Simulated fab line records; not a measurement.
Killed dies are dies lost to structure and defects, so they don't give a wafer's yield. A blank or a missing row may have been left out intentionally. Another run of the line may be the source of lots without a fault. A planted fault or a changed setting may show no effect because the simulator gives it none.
The tool behind it: which one? | flow sky130 | at 1 step of a route of 708, 7 lots with 21 wafers sampled

== WHAT EACH GAUGE READ, for each wafer ==
SKY_FIELD_ISO_THK_MEAS_25.
lot  | measured    | on           | FIELD_ISO_CVD_24_THK (nm)
L357 | day 2 16:20 | filmMetro-01 | 594 593 598
L359 | day 3 05:22 | filmMetro-01 | 602 588 603
L361 | day 3 20:03 | filmMetro-03 | 589 602 595
L366 | day 4 16:23 | filmMetro-01 | 588 590 594
L374 | day 6 11:01 | filmMetro-03 | 590 587 598
L376 | day 6 20:41 | filmMetro-02 | 594 592 587
L378 | day 7 06:45 | filmMetro-03 | 595 589 597

== TOOL THAT RAN EACH LOT (tool first, then ch and the chambers of the sampled wafers, then the start) ==
The record holds no process step before these readings.

== THE ANSWER, worked out from the rows above alone ==
Rule: usual is defined by the lots themselves. Put in order of their means at a reading, lots are off if they are a third of the lots or fewer, leave a main group of 4 or more, and stand apart from it by a gap of 3 or more times the standard deviation of the main group's means; of several such gaps the widest counts. If all means in a main group match to the digits the tables above print for the reading, that group is not used. A lot without any number at a reading at which 4 lots or more have one is off too. Where the step has rows for the other lots, those lots are counted as sound.
None of the lots is off at any reading shown; this tells nothing.

== WHAT HAD BEEN PUT IN BY THE SIMULATOR ==
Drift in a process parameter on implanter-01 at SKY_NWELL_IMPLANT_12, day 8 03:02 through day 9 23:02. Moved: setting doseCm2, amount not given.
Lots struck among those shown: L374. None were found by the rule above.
